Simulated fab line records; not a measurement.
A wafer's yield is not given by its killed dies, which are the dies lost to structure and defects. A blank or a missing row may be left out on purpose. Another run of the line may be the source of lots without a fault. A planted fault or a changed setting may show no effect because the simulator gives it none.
Which tool was responsible? -- flow sky130 -- 11 lots with 32 wafers sampled at 5 steps, on a route of 708 steps

## WHAT THE GAUGES SHOWED, per wafer
SKY_VIA3_THK_MEAS_01. Usual: for VIA3_HDPCVD_THK the level is 1631 nm and the standard deviation is 17.
lot,measured,on,VIA3_HDPCVD_THK (nm),flag
L253,day 38 21:47,film_metro-04,1623 1666 1668,
L254,day 39 09:38,film_metro-01,1653 1640 1658,
L255,day 40 00:10,film_metro-01,1627 1634 1647,
L257,day 40 03:48,film_metro-04,1635 1618 1632,
L260,day 41 15:00,film_metro-01,1647 1614 1648,
L262,day 41 21:53,film_metro-03,1636 1636 1627,
L263,day 42 06:01,film_metro-04,1626 1618 1604,
L266,day 42 10:31,film_metro-03,1619 1632 1634,
L264,day 42 11:49,film_metro-03,1668 2441,OFF
L267,day 42 19:15,film_metro-03,1656 2468 1631,OFF
L273,day 44 05:15,film_metro-01,1635 1627 1623,

## TOOL THAT RAN EACH LOT (tool first, then ch and the chambers of the sampled wafers, then the start)
lot,SKY_METAL3_SPUTTER_02,SKY_CAPM_SPUTTER_02,SKY_CAPM_STRIP_14,SKY_VIA3_HDPCVD_00
L253,"pvd_sputter-03, day 36 16:06","pvd_sputter-01, day 36 16:16","plasma_asher-03 ch 0,1, day 37 18:25","hdpcvd-01 ch 0,1,2, day 38 21:40"
L254,"pvd_sputter-02, day 37 05:08","pvd_sputter-04, day 37 05:19","plasma_asher-03 ch 0,1, day 38 07:07","hdpcvd-02 ch 1,2, day 39 09:23"
L255,"pvd_sputter-01, day 37 19:20","pvd_sputter-04, day 37 19:32","plasma_asher-03 ch 0,1, day 38 21:08","hdpcvd-02 ch 1,2, day 39 23:55"
L257,"pvd_sputter-03, day 38 00:16","pvd_sputter-04, day 38 00:28","plasma_asher-03 ch 0,1, day 39 01:22","hdpcvd-02 ch 1,2, day 40 03:32"
L260,"pvd_sputter-03, day 39 13:54","pvd_sputter-01, day 39 14:05","plasma_asher-01 ch 0,1, day 40 13:52","hdpcvd-02 ch 0,2, day 41 14:49"
L262,"pvd_sputter-02, day 39 19:16","pvd_sputter-01, day 39 19:28","plasma_asher-03 ch 0,1, day 40 19:26","hdpcvd-01 ch 0,2, day 41 21:43"
L263,"pvd_sputter-03, day 40 04:27","pvd_sputter-04, day 40 04:38","plasma_asher-02 ch 0,1, day 41 04:46","hdpcvd-02 ch 1,2, day 42 05:50"
L266,"pvd_sputter-01, day 40 08:19","pvd_sputter-04, day 40 08:31","plasma_asher-02 ch 0,1, day 41 09:02","hdpcvd-01 ch 0,1, day 42 10:22"
L264,"pvd_sputter-02, day 40 10:14","pvd_sputter-01, day 40 10:25","plasma_asher-01 ch 0,1, day 41 10:43","hdpcvd-02 ch 0,2, day 42 11:38"
L267,"pvd_sputter-03, day 40 18:25","pvd_sputter-01, day 40 18:36","plasma_asher-01 ch 1, day 41 18:17","hdpcvd-02 ch 0,1,2, day 42 19:05"
L273,"pvd_sputter-02, day 42 05:39","pvd_sputter-01, day 42 05:50","plasma_asher-03 ch 0, day 43 04:59","hdpcvd-01 ch 0,1, day 44 05:05"
- SKY_METAL3_SPUTTER_02: material AlCu, target thk 735 nm, time 39.1 s.
- SKY_CAPM_SPUTTER_02: material TiN, target thk 200 nm, time 166.7 s.
- SKY_CAPM_STRIP_14: strips in O2/N2.
- SKY_VIA3_HDPCVD_00: deposits SiO2, target thk 1635 nm, time 272.5 s.

## WHAT THE TOOLS THEMSELVES READ (means of the sampled wafers that have a number; where no wafer has one, the mark that the record gives instead)
SKY_METAL3_SPUTTER_02. Usual: throttle_valve_pct at 29.7 %, with a standard deviation of 0.98.
lot,tool,throttle_valve_pct (%),flag
L253,pvd_sputter-03,29.3,
L254,pvd_sputter-02,30.3,
L255,pvd_sputter-01,30.3,
L257,pvd_sputter-03,30.3,
L260,pvd_sputter-03,28.5,
L262,pvd_sputter-02,29.4,
L263,pvd_sputter-03,29.1,
L266,pvd_sputter-01,30.6,
L264,pvd_sputter-02,29.8,
L267,pvd_sputter-03,29.3,
L273,pvd_sputter-02,29.3,

SKY_CAPM_SPUTTER_02. Usual: throttle_valve_pct at 30.5 %, with a standard deviation of 0.79.
lot,tool,throttle_valve_pct (%),flag
L253,pvd_sputter-01,30.6,
L254,pvd_sputter-04,30.7,
L255,pvd_sputter-04,31.1,
L257,pvd_sputter-04,30.4,
L260,pvd_sputter-01,30.4,
L262,pvd_sputter-01,30.3,
L263,pvd_sputter-04,31.4,
L266,pvd_sputter-04,30.4,
L264,pvd_sputter-01,30.5,
L267,pvd_sputter-01,30.6,
L273,pvd_sputter-01,30.3,

SKY_CAPM_STRIP_14. Usual: drypump_motor_current_A 6.0 A, standard deviation 0.36; n2_flow_sccm 299.9 sccm, standard deviation 0.89; oes_product_au 0.710 a.u., standard deviation 0.0045; strip_time_to_endpoint_s 12.65 s, standard deviation 0.036.
lot,tool,drypump_motor_current_A (A),n2_flow_sccm (sccm),oes_product_au (a.u.),strip_time_to_endpoint_s (s),flag
L253,plasma_asher-03,6.2,299.5,0.714,12.67,
L254,plasma_asher-03,6.2,299.6,0.702,12.63,
L255,plasma_asher-03,6.2,299.6,0.710,12.62,
L257,plasma_asher-03,6.4,301.3,0.706,12.65,
L260,plasma_asher-01,5.7,299.5,0.709,12.64,
L262,plasma_asher-03,6.4,299.8,0.709,12.68,
L263,plasma_asher-02,5.6,300.4,0.709,12.66,
L266,plasma_asher-02,5.6,301.1,0.714,12.60,
L264,plasma_asher-01,5.8,299.9,0.712,12.66,
L267,plasma_asher-01,6.2,299.3,0.714,12.64,
L273,plasma_asher-03,6.5,300.2,0.715,12.65,

SKY_VIA3_HDPCVD_00. Usual: sih4_flow_sccm at 59.99 sccm, with a standard deviation of 0.18.
lot,tool,sih4_flow_sccm (sccm),flag
L253,hdpcvd-01,60.00,
L254,hdpcvd-02,59.88,
L255,hdpcvd-02,60.04,
L257,hdpcvd-02,59.96,
L260,hdpcvd-02,60.01,
L262,hdpcvd-01,59.94,
L263,hdpcvd-02,60.07,
L266,hdpcvd-01,59.91,
L264,hdpcvd-02,59.94,
L267,hdpcvd-02,59.91,
L273,hdpcvd-01,59.76,

## THE ANSWER, worked out from the rows above alone
Rule: a lot counts as off when the mean over its wafers that have a number is more than 3 standard deviations away from the usual mean. A lot without any number at a reading at which 4 lots or more have one is off too. The other lots that the step has rows for count as sound. The gauges are gone through in route order, then the tools' own readings, and for those a lot's mean is taken as printed above. At the first step where some lot is off, the reading lying furthest off is the one used; lots without a number count as furthest.
Off: L264, L267, at SKY_VIA3_THK_MEAS_01 (VIA3_HDPCVD_THK).
A tool fits if, at a process step before that reading, it ran every lot that is off, and no sound lot after the first of them. The gauges at SKY_VIA3_THK_MEAS_01 are tried like those tools. Can't be told from this: 3 tools fit, plasma_asher-01 at SKY_CAPM_STRIP_14, hdpcvd-02 at SKY_VIA3_HDPCVD_00, film_metro-03 at SKY_VIA3_THK_MEAS_01.

## WHAT THE SIMULATOR PUT IN
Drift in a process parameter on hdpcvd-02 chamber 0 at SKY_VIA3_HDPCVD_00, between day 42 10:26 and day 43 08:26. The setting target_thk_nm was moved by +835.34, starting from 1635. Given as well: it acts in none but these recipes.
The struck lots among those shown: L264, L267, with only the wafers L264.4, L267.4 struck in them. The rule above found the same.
